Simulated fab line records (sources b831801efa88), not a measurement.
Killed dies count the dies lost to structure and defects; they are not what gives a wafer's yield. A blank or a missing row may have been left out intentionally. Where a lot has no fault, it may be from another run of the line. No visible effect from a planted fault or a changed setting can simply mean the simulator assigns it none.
Which tool is to blame? -- flow gf180mcu -- 33 wafers sampled from 11 lots at 1 step of a route of 602

WHAT EACH GAUGE READ, for each wafer
GF_M1_RS_MEAS_05: measurement is done with a four-point probe.
lot,measured,on,M1_ALCU_RS (ohm/sq)
L680,day 16 02:09,filmMetro-04,0.0696 0.0696 0.0695
L682,day 16 22:43,filmMetro-01,0.0683 0.0690 0.0679
L684,day 18 00:38,filmMetro-02,0.0696 0.0698 0.0702
L694,day 21 23:11,filmMetro-04,0.0701 0.0703 0.0701
L695,day 21 23:17,filmMetro-02,0.0684 0.0687 0.0683
L696,day 22 11:56,filmMetro-01,0.0689 0.0693 0.0692
L698,day 22 18:41,filmMetro-04,0.0706 0.0704 0.0704
L699,day 23 04:07,filmMetro-01,0.0706 0.0714 0.0708
L700,day 23 12:10,filmMetro-01,0.0701 0.0702 0.0708
L701,day 23 19:53,filmMetro-01,0.0696 0.0697 0.0692
L702,day 24 07:13,filmMetro-04,0.0696 0.0701 0.0691

TOOL THAT RAN EACH LOT (tool first, then ch and the chambers of the sampled wafers, then the start)
Before these readings, the record contains no process step.

THE ANSWER, worked out from the rows above alone
Rule: what is usual is taken from the lots themselves. The widest of any qualifying gaps counts: lots, ordered by their means at a reading, are off when they make up no more than a third of the lots, leave a main group of 4 or more, and stand apart from it by 3 or more times the standard deviation of that group's means. A main group is skipped when, at the precision printed for the reading in the tables above, its means are all equal. A lot without any number at a reading at which 4 lots or more have one is off too. The other lots that the step has rows for count as sound.
No lot is off at any reading shown: from this, nothing can be told.

WHAT THE SIMULATOR PUT IN
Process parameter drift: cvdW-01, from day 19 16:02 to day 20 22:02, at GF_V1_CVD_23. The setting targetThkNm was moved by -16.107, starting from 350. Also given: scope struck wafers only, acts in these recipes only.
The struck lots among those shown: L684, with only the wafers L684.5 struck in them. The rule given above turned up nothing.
